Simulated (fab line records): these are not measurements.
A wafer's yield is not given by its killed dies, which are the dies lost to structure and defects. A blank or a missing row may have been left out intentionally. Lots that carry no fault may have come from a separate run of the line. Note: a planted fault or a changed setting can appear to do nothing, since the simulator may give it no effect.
The tool behind it: which one? -- flow sky130 -- route of 708 steps, sampled at 1 step: 7 lots, 21 wafers

## WHAT EACH GAUGE READ, for each wafer
SKY_VIA3_RS_MEAS_22: uses a four-point probe to measure.
lot,measured,on,VIA3_W_RS (ohm/sq)
L411,day 40 06:24,film-metro-02,0.291 0.295 0.291
L413,day 40 18:26,film-metro-04,0.292 0.297 0.297
L418,day 42 09:52,film-metro-01,0.289 0.297 0.297
L422,day 43 13:02,film-metro-02,0.297 0.296 0.295
L426,day 44 14:23,film-metro-01,0.291 0.293 0.298
L430,day 45 13:08,film-metro-02,0.297 0.292 0.290
L432,day 46 08:48,film-metro-04,0.297 0.298 0.298

## EACH LOT AND THE TOOL THAT RAN IT (in order: tool; ch and the chambers of the sampled wafers; start)
The record shows no process step preceding these readings.

## THE ANSWER, worked out from the rows above alone
Rule: the lots themselves supply what counts as usual. Put in order of their means at a reading, lots are off if they are a third of the lots or fewer, leave a main group of 4 or more, and stand apart from it by a gap of 3 or more times the standard deviation of the main group's means; of several such gaps the widest counts. A main group is skipped when, at the precision printed for the reading in the tables above, its means are all equal. Also off: a lot with no number at a reading for which 4 or more lots have one. The other lots that the step has rows for count as sound.
Across all readings shown, no lot is off: no conclusion can be drawn from this.

## WHAT THE SIMULATOR PUT IN
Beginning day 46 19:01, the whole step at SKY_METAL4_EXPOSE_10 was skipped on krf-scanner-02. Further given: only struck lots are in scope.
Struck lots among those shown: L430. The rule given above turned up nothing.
